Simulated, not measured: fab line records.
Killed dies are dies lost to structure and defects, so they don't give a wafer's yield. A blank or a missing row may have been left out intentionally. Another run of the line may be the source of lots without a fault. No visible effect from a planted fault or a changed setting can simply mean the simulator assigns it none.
A lot that was struck, set against a sound lot + flow gf180mcu + 16 steps out of a route of 602
Sound: these wafers, L914.1, L914.2, L914.5. Wafers L926.2, L926.3, L926.6 were the ones struck. The cause is named last.
For every step that has rows: the tool of each side, followed by ch and its chambers, followed by its first start. Under that, the readings that differ: sound wafers + struck wafers + difference of the means + sigmas: that difference in standard deviations of wafers without a fault.
alike: a reading whose means differ by less than 2 such deviations, as well as words and numbers matching on both sides. not compared: withheld readings; readings where some wafer has no value; bounds like >300 that might hide an equal value; numbers whose values overlap and for which the record gives no deviation.
A row with sigmas, a row that says differs or no value, or rows on one side alone: a step with any of these is where the two part. When numbers do not overlap yet have no deviation, they are printed without sigmas and do not part them. A reading that every wafer of one side lacks parts them only if that side has two wafers or more.

GF_V5_CMP_04: polishes SiO2.
  sound on cmp-01 ch 0,2, day 27 15:41; struck on cmp-01 ch 1,3, day 31 02:51
  alike: headPressurePsi, motorCurrentA
GF_V5_BOW_MEAS_05:
  sound: filmMetro-04 at day 27 15:59; struck: filmMetro-04 at day 31 03:07
  alike: V5_BOW
then, 8 steps without rows for these wafers: GF_V5_DEHYDRATE_06 (time 60 s); GF_V5_HMDS_07 (prime time 60 s); GF_V5_COAT_08; GF_V5_COAT_09 (resist thk 1000 nm); GF_V5_SOFTBAKE_10 (time 60 s); GF_V5_EXPOSE_11 (exposes mask Via5, target cd 260 nm); GF_V5_PEB_12 (peb time 90 s); GF_V5_DEVELOP_13 (develop time 60 s).
GF_V5_CD_MEAS_14 targets a cd of 260 nm.
  sound: cdSem-01 at day 28 11:25; struck: cdSem-01 at day 31 20:49
  alike: cdNm
GF_V5_OVL_MEAS_15:
  sound: overlay-02 at day 28 11:32; struck: overlay-02 at day 31 20:55
  alike: V5_OVL
GF_V5_ETCH_16: etches BARC in N2/H2.
  sound on rieDiel-03 ch 0,2, day 28 11:34; struck on rieDiel-04 ch 0,2,3, day 31 20:56
| reading            | sound             | struck            | difference | sigmas      |
|--------------------|-------------------|-------------------|------------|-------------|
| rfFwdPowerW (W)    | 496.3 496.7 495.5 | 691.5 696.2 694.4 | +197.9     | +99 or more |
| model.V5.cdNm (nm) | 261.5 261.7 261.1 | 266.2 265.1 264.8 | +3.9       |             |
  alike: drypumpMotorCurrentA, oesProductAu, throttleValvePct
GF_V5_ETCH_17: etches SiO2 in C4F8/O2/Ar, stops on TiN, target depth 855 nm.
  sound: rieDiel-03 ch 0,2; struck: rieDiel-04 ch 0,2,3
| reading            | sound           | struck          | difference | sigmas |
|--------------------|-----------------|-----------------|------------|--------|
| model.V5.cdNm (nm) | 262.5 261.4 261 | 267 265.9 264.9 | +4         |        |
  alike: oesProductAu, rfFwdPowerW
GF_V5_STRIP_18: strips in O2/N2.
  sound on plasmaAsher-02 ch 0,1, day 28 11:44; struck on plasmaAsher-03 ch 0, day 31 21:06
  alike: drypumpMotorCurrentA, heaterPowerW, oesProductAu
  not compared: rfHoursCounterH
GF_PASSIVATION_PROBE_99:
  the record holds rows for the sound wafers here (prober-01, day 30 05:08) but none for the struck ones

## WHERE THEY PART
Last at GF_PASSIVATION_PROBE_99 as far as this record goes, first at GF_V5_ETCH_16.

WHY: whatever the simulator had introduced
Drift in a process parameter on rieDiel-04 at GF_V5_ETCH_16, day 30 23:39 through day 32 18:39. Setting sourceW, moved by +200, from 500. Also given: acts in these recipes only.
